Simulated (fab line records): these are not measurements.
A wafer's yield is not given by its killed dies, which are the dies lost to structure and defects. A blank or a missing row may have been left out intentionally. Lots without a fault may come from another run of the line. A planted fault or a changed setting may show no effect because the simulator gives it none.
Comparing a struck lot with a sound one    flow gf180mcu    15 steps out of a route of 602
Sound: wafers L632.3, L632.5, L632.6. Struck: wafer L622.3 (left out: L622.4, a lot-mate that was not struck); the cause follows at the end.
Order at every step that has rows: each side's tool, ch and its chambers, its first start. Under that, the readings that differ: sound wafers    struck wafers    difference of the means    sigmas: that difference in standard deviations of wafers without a fault.
alike: readings whose means differ by less than 2 such deviations, and words and numbers that are the same on both sides. not compared: withheld readings, readings that some wafer has no value for, bounds like >300 that may hide the same value, and numbers for which the record gives no deviation and whose values overlap.
A row with sigmas, a row that says differs or no value, or rows on one side alone: a step with any of these is where the two part. Non-overlapping numbers with no deviation appear without sigmas and do not part them. A reading that every wafer of one side lacks parts them only if that side has two wafers or more.

first, 9 steps without rows for these wafers: GF_MIM_STRIP_21 (strips in post etch residue remover, time 1200 s); GF_MIM_CLEAN_22 (cleans in DIW); GF_M5_DEHYDRATE_00 (time 60 s); GF_M5_HMDS_01 (prime time 60 s); GF_M5_COAT_02 (resist thk 1000 nm); GF_M5_SOFTBAKE_03 (time 60 s); GF_M5_EXPOSE_04 (exposes mask Metal5, target cd 280 nm); GF_M5_PEB_05 (peb time 90 s); GF_M5_DEVELOP_06 (develop time 60 s).
GF_M5_CD_MEAS_07: target cd 280 nm.
  sound: cdSem-02 at day 31 09:19; struck: cdSem-02 at day 28 03:46
  alike: cdNm
GF_M5_OVL_MEAS_08:
  sound: overlay-02 at day 31 09:25; struck: overlay-01 at day 28 03:52
  alike: M5_OVL
GF_M5_ETCH_09: etches Si3N4 in CF4/O2, target depth 52 nm, time 11.6 s.
  sound on rieDiel-01 ch 0,1,2, day 31 09:26; struck on rieDiel-02 ch 0, day 28 03:53
  alike: drypumpMotorCurrentA, oesProductAu, throttleValvePct
  not compared: rfHoursCounterH
GF_M5_METAL_ETCH_10: etches the open film in Cl2/BCl3, stops on SiO2, target depth 750.8 nm, time 125.1 s.
  sound on rieMetal-04 ch 0,1, day 31 09:30; struck on rieMetal-04 ch 0, day 28 03:57
reading                             sound                 struck  difference  sigmas
oesProductAu (a.u.)                 0.989 0.985 0.992     0.742   -0.247      -34
throttleValvePct (%)                28.217 28.245 28.211  28.510  +0.286      +26
model.KrF_of_M5_COAT_02.thkNm (nm)  644.8 658.2 646.5     776.8   +127.0      
  alike: drypumpMotorCurrentA
  not compared: rfHoursCounterH
GF_M5_STRIP_11: strips in O2/N2.
  sound on plasmaAsher-01 ch 0,1, day 31 09:37; struck on plasmaAsher-02 ch 0, day 28 04:04
reading                   sound              struck  difference  sigmas
drypumpMotorCurrentA (A)  5.0 5.2 5.0        6.2     +1.1        +2
heaterPowerW (W)          288 308 283        411     +118        +3
oesProductAu (a.u.)       0.518 0.532 0.517  0.576   +0.054      +11
stripTimeToEndpointS (s)  7.00 7.12 7.01     8.29    +1.25       +17
  alike: platenTempC
  not compared: rfHoursCounterH
then, 1 step without rows for these wafers: GF_M5_STRIP_12 (strips in post etch residue remover, time 1200 s).

== WHERE THEY PART ==
Earliest at GF_M5_METAL_ETCH_10; latest, in this record, at GF_M5_STRIP_11.

WHY: what the simulator had put in
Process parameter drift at GF_M5_METAL_ETCH_10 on rieMetal-04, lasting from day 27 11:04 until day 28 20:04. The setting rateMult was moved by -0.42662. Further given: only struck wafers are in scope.
